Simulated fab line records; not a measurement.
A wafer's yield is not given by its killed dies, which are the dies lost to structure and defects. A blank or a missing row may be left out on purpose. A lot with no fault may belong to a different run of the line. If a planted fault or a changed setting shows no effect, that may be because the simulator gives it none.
Which of the tools did it? + flow gf180mcu + Sampling: 6 lots, 18 wafers, 3 of 602 route steps

## WHAT EACH GAUGE READ, for each wafer
GF_HV_LDD_TW_MEAS_23.
| lot  | measured     | on            | HV_LDD_2_TW    |
|------|--------------|---------------|----------------|
| L924 | day 11 13:49 | film metro-04 | 1046 1043 1043 |
| L926 | day 12 16:46 | film metro-02 | 1054 1054 1049 |
| L930 | day 13 18:01 | film metro-02 | 1048 1054 1049 |
| L932 | day 14 08:16 | film metro-04 | 1050 1047 1050 |
| L936 | day 15 09:41 | film metro-02 | 978 980 982    |
| L938 | day 16 01:29 | film metro-01 | 1050 1052 1052 |

## WHICH TOOL RAN EACH LOT (tool, then ch and the chambers of the sampled wafers, then the start)
| lot  | GF_MVSD_STRIP_10                    | GF_HV_LDD_IMPLANT_21            |
|------|-------------------------------------|---------------------------------|
| L924 | plasma asher-02 ch 0,1, day 5 01:52 | implanter-02 ch 0, day 11 13:36 |
| L926 | plasma asher-04 ch 0,1, day 5 21:49 | implanter-02 ch 0, day 12 16:32 |
| L930 | plasma asher-04 ch 0,1, day 6 16:33 | implanter-01 ch 0, day 13 17:46 |
| L932 | plasma asher-01 ch 0,1, day 7 03:16 | implanter-02 ch 0, day 14 08:02 |
| L936 | plasma asher-02 ch 0,1, day 7 23:26 | implanter-02 ch 0, day 15 09:28 |
| L938 | plasma asher-01 ch 0,1, day 8 11:50 | implanter-01 ch 0, day 16 01:14 |
- GF_MVSD_STRIP_10: strips in O2/N2.
- GF_HV_LDD_IMPLANT_21

## THE ANSWER, worked out from the rows above alone
Rule: what is usual is taken from the lots themselves. Put in order of their means at a reading, lots are off if they are a third of the lots or fewer, leave a main group of 4 or more, and stand apart from it by a gap of 3 or more times the standard deviation of the main group's means; of several such gaps the widest counts. A main group is skipped when, at the precision printed for the reading in the tables above, its means are all equal. Also off: a lot with no number at a reading for which 4 or more lots have one. All remaining lots with rows at the step are treated as sound.
Off: L936, seen at GF_HV_LDD_TW_MEAS_23 (HV_LDD_2_TW). The main group: mean 1049, standard deviation 2.9.
If a tool, at a process step before that reading, ran all the lots that are off and no sound lot after the first of them, it fits. Those tools and the gauges at GF_HV_LDD_TW_MEAS_23 are tried in the same way. Can't be told from this: 3 tools fit, plasma asher-02 at GF_MVSD_STRIP_10, implanter-02 at GF_HV_LDD_IMPLANT_21, film metro-02 at GF_HV_LDD_TW_MEAS_23.

## WHAT THE SIMULATOR PUT IN
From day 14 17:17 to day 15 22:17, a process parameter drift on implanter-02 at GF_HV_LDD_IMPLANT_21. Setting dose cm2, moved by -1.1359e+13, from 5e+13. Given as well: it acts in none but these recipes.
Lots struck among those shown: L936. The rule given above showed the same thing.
